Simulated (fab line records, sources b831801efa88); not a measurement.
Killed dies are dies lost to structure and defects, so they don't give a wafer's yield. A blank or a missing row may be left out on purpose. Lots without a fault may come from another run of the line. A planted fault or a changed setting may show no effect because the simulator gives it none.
A struck lot beside a sound one | flow sfq_line | 21 steps out of a route of 325
Sound: wafers L961.1, L961.4, L961.5. Struck: wafers L962.1, L962.2, L962.4. The cause comes at the end.
At each step with rows: each side's tool, then ch and its chambers, then its first start. Under that, the readings that differ: sound wafers | struck wafers | difference of the means | sigmas: that difference in standard deviations of wafers without a fault.
alike: readings whose means differ by less than 2 such deviations, and words and numbers that are the same on both sides. not compared: withheld readings, readings that some wafer has no value for, bounds like >300 that may hide the same value, and numbers for which the record gives no deviation and whose values overlap.
The two part at a step that has a row with sigmas, a row that says differs or no value, or rows on one side only. Numbers that don't overlap but have no deviation are shown without sigmas and don't part them. A reading that every wafer of one side lacks parts them only if that side has two wafers or more.

first, 2 steps without rows for these wafers: SFQ_TRILAYER_M7_LITHO_PEB_180 (peb time 60 s); SFQ_TRILAYER_M7_LITHO_DEVELOP_179 (time 60 s).
SFQ_M7_OVL_MEAS_945:
  sound on overlay-02, day 69 12:02; struck on overlay-02, day 73 01:23
  alike: M7_OVL
then, 1 step without rows for these wafers: SFQ_TRILAYER_M7_BARC_OPEN_METAL_ETCH_229 (etches BARC in O2, target depth 125 nm, time 41.7 s).
SFQ_TRILAYER_M7_ETCH_METAL_ETCH_180: etches Nb in Cl2/Ar, stops on SiO2, target depth 240 nm, time 120 s.
  sound on rie_metal-03 ch 0,1, day 69 12:07; struck on rie_metal-04 ch 0,1, day 73 01:28
  alike: drypump_motor_current_A, oes_product_au
  not compared: rf_hours_counter_h
SFQ_TRILAYER_M7_STRIP_STRIP_181: strips in O2.
  sound on rie_metal-03 ch 0,1, day 69 12:15; struck on rie_metal-04 ch 0,1, day 73 01:36
  alike: drypump_motor_current_A, oes_product_au
  not compared: rf_hours_counter_h
then, 1 step without rows for these wafers: SFQ_TRILAYER_M7_STRIP_SOLV_CLEAN_182 (cleans in NMP, time 600 s).
SFQ_TRILAYER_I7_DEP_PECVD_183: deposits SiO2 from SiH4/N2O, time 111.11 s, target thk 500 nm.
  sound on pecvd-02 ch 0,1, day 69 13:14; struck on pecvd-02 ch 1,2, day 73 02:22
  alike: heater_power_w, susceptor_temp_C, throttle_valve_pct
SFQ_TRILAYER_I7_CMP_CMP_184: polishes SiO2.
  sound on cmp-02 ch 1,2, day 69 19:57; struck on cmp-02 ch 0,1,3, day 73 02:57
  alike: motor_current_A, time_to_endpoint_s
SFQ_I7_BOW_MEAS_946:
  sound on film_metro-03, day 69 22:57; struck on film_metro-03, day 73 05:27
  alike: I7_BOW
then, 2 steps without rows for these wafers: SFQ_TRILAYER_I7_METRO_MEASURE_185; SFQ_TRILAYER_I7_VIA_LITHO_COAT_192 (resist thk 62 nm).
SFQ_TRILAYER_I7_VIA_LITHO_COAT_187: resist thk 650 nm.
  sound on litho_track-01 ch 0, day 70 00:34; struck on litho_track-01 ch 0, day 73 07:04
  reading                                                 | sound                | struck               | difference | sigmas
  spin_speed_rpm (rpm)                                    | 2998.2 3000.0 2996.5 | 3116.9 3113.8 3115.5 | +117.2     | +62
  model.KrF_of_TRILAYER_I7_VIA_LITHO_COAT_187.thk_nm (nm) | 653.5 653.7 653.5    | 637 636.2 636.7      | -17        |
  alike: exhaust_pa
then, 4 steps without rows for these wafers: SFQ_TRILAYER_I7_VIA_LITHO_SOFTBAKE_191; SFQ_TRILAYER_I7_VIA_LITHO_EXPOSE_188 (exposes mask I7, target cd 1000 nm); SFQ_TRILAYER_I7_VIA_LITHO_PEB_190 (peb time 60 s); SFQ_TRILAYER_I7_VIA_LITHO_DEVELOP_189 (time 60 s).
SFQ_I7_OVL_MEAS_947:
  sound on overlay-02, day 70 02:38; struck on overlay-01, day 73 21:34
  reading     | sound    | struck | difference | sigmas
  I7_OVL (nm) | -4 -6 -4 | 7 6 11 | +13        | +2
then, 1 step without rows for these wafers: SFQ_TRILAYER_I7_VIA_BARC_OPEN_VIA_ETCH_260 (etches BARC in O2, target depth 125 nm, time 41.7 s).
SFQ_TRILAYER_I7_VIA_ETCH_VIA_ETCH_190: etches SiO2 in CHF3, stops on Nb, target depth 260 nm.
  sound on rie_diel-03 ch 0,3, day 70 02:43; struck on rie_diel-04 ch 0,1,2, day 73 21:38
  reading                                                 | sound           | struck            | difference | sigmas
  model.KrF_of_TRILAYER_I7_VIA_LITHO_COAT_187.thk_nm (nm) | 535 527.3 527.5 | 512.3 515.8 517.6 | -14.7      |
  alike: drypump_motor_current_A, oes_product_au
SFQ_TRILAYER_I7_VIA_STRIP_STRIP_191: strips in O2.
  sound on rie_metal-03 ch 0,1, day 70 02:50; struck on rie_metal-02 ch 0,1, day 73 21:45
  alike: drypump_motor_current_A, oes_product_au
  not compared: rf_hours_counter_h

WHERE THEY PART
First at SFQ_TRILAYER_I7_VIA_LITHO_COAT_187; last, within this record, at SFQ_I7_OVL_MEAS_947. Later steps at which nothing parts them and some readings are alike: SFQ_TRILAYER_I7_VIA_ETCH_VIA_ETCH_190, SFQ_TRILAYER_I7_VIA_STRIP_STRIP_191.

WHY: what the simulator had put in
Process parameter drift: litho_track-01, from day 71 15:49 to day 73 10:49, at SFQ_TRILAYER_I7_VIA_LITHO_COAT_187. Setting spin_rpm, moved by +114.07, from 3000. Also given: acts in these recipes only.
